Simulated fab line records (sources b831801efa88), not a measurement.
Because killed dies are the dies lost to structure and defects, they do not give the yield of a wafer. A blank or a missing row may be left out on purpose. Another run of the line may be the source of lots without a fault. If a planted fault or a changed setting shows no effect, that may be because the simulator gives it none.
Matching of chambers ; flow gf180mcu ; GF_SAB_CVD_00 on pecvd-02 has 3 sister chambers
The step deposits SiO2 from TEOS, target thk 50 nm, time 4.9302 s. 3 wafers are shown with their chamber, then 12 later ones without.

## WAFERS PAIRED WITH THEIR CHAMBERS
wafer;chamber;heater-power-w (W)
L087.1;2;726
L087.2;1;831
L087.3;0;661

## WAFERS WITH NO CHAMBER GIVEN
wafer;heater-power-w (W)
L088.1;744
L088.3;820
L088.4;707
L092.1;745
L092.2;766
L092.3;619
L092.4;757
L092.5;778
L092.6;602
L094.3;671
L094.4;660
L094.6;721

## WHICH CHAMBER EACH WENT THROUGH
wafer;from the rows above;in truth
L088.1;2;2
L088.3;1;1
L088.4;can't be placed: 2 or 0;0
L092.1;2;2
L092.2;can't be placed: 2 or 1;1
L092.3;0;0
L092.4;can't be placed: 2 or 1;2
L092.5;can't be placed: 2 or 1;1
L092.6;0;0
L094.3;can't be placed: 0 or 2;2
L094.4;0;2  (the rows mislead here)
L094.6;can't be placed: 2 or 0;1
Placed correctly: 5 of 12. From these rows, 6 cannot be placed; in 5 the true chamber is one of the candidates. 1 placed wrongly.
How it was worked out, from the rows above alone: a wafer's distance from a chamber is the root of the sum, over the readings, of the square of ((its reading less the chamber's mean) divided by the reading's scatter). The wafer belongs to the nearest chamber; if the next one is less than 2 further off, it can't be placed. A chamber's mean is the mean of its shown wafers. The scatter: root of mean squared gap, hidden wafer to nearest shown wafer, with one shown wafer a chamber.
